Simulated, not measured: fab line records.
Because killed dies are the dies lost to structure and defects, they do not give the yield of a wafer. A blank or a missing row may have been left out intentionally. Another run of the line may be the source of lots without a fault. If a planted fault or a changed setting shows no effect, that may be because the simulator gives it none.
A single fault, viewed from 2 desks | flow sfq line | what lay behind the numbers comes last; until then each desk has only its own

## FROM THE METROLOGY DESK
What the gauges read, lot by lot, whatever tool the lot ran on: means of the sampled wafers that have a number. Any lot whose mean is over 4 standard deviations away from the usual mean is out of limits and marked OUT; that distance is given in the brackets.
Columns: A = R5_MONX_RS at SFQ_R5_RS_MEAS_933, usual 7.04 ohm/sq; B = R5_MONX_THK at SFQ_R5_THK_MEAS_934, usual 39.9 nm; C = R5_OVL at SFQ_R5_OVL_MEAS_935, usual 1 nm; D = I5_OVL at SFQ_I5_OVL_MEAS_936, usual 4 nm; E = C5_OVL at SFQ_C5_OVL_MEAS_937, usual 1 nm; F = M8_BOW at SFQ_M8_BOW_MEAS_951, usual 6 um
lot  | first seen here | A    | B    | C  | D  | E  | F
L978 | day 57 19:19    | 6.96 | 40.3 | -3 | 3  | 7  | -7
L982 | day 58 09:34    | 7.06 | 39.9 | 2  | -2 | -3 | 0
L984 | day 58 21:33    | 7.13 | 39.5 | -5 | 5  | -4 | -8
L990 | day 61 06:55    | 7.07 | 39.8 | -4 | 3  | 0  | 15
L993 | day 61 18:27    | 7.17 | 39.3 | -3 | 5  | 6  | -15
L994 | day 61 23:22    | 7.07 | 39.7 | 8  | 1  | -1 | 7
L999 | day 63 21:13    | 7.05 | 39.9 | 11 | 4  | -7 | -1
This desk's verdict: no lot among the 7 shows anything out of limits.

## TOOL OWNER'S DESK, krf scanner-01
The tool's own readings at SFQ_TRILAYER_R5_LITHO_EXPOSE_137 (exposes mask R5, target cd 500 nm): means of the sampled wafers that have a number, for each lot that ran on this tool. Any lot whose mean is over 4 standard deviations away from the usual mean is out of limits and marked OUT; that distance is given in the brackets.
Columns: A = exposure dose mJ cm2 at SFQ_TRILAYER_R5_LITHO_EXPOSE_137, usual 14.401; B = stage vel mm s at SFQ_TRILAYER_R5_LITHO_EXPOSE_137, usual 500.00 mm/s
lot  | first seen here | A                | B
L978 | day 62 03:13    | 14.394           | 500.01
L982 | day 62 16:37    | 13.522 (-68) OUT | 500.00
L984 | day 63 11:52    | 13.520 (-68) OUT | 500.01
L990 | day 66 05:47    | 13.528 (-67) OUT | 499.99
Finding of this desk: L982, L984, L990 out of limits; the first was L982 at day 62 16:37, on exposure dose mJ cm2 at SFQ_TRILAYER_R5_LITHO_EXPOSE_137. In limits: L978.

## ALL TOGETHER
At day 62 16:37, on L982, L984, L990, the tool owner's desk was in a position to raise an alarm.
At the metrology desk, nothing out of limits was observed.
The metrology desk holds a record of L982, L984, L990, inside its limits.
On krf scanner-01, each named lot ran SFQ_TRILAYER_R5_LITHO_EXPOSE_137.

## WHAT HAD BEEN PUT IN BY THE SIMULATOR
Process parameter drift: krf scanner-01, from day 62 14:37 on, at SFQ_TRILAYER_R5_LITHO_EXPOSE_137. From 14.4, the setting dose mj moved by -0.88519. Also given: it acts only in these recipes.
Lots struck among those shown: L982, L984, L990.
Time in hours from fault onset to the first out-of-limits reading at each desk: the tool owner's desk, 2.
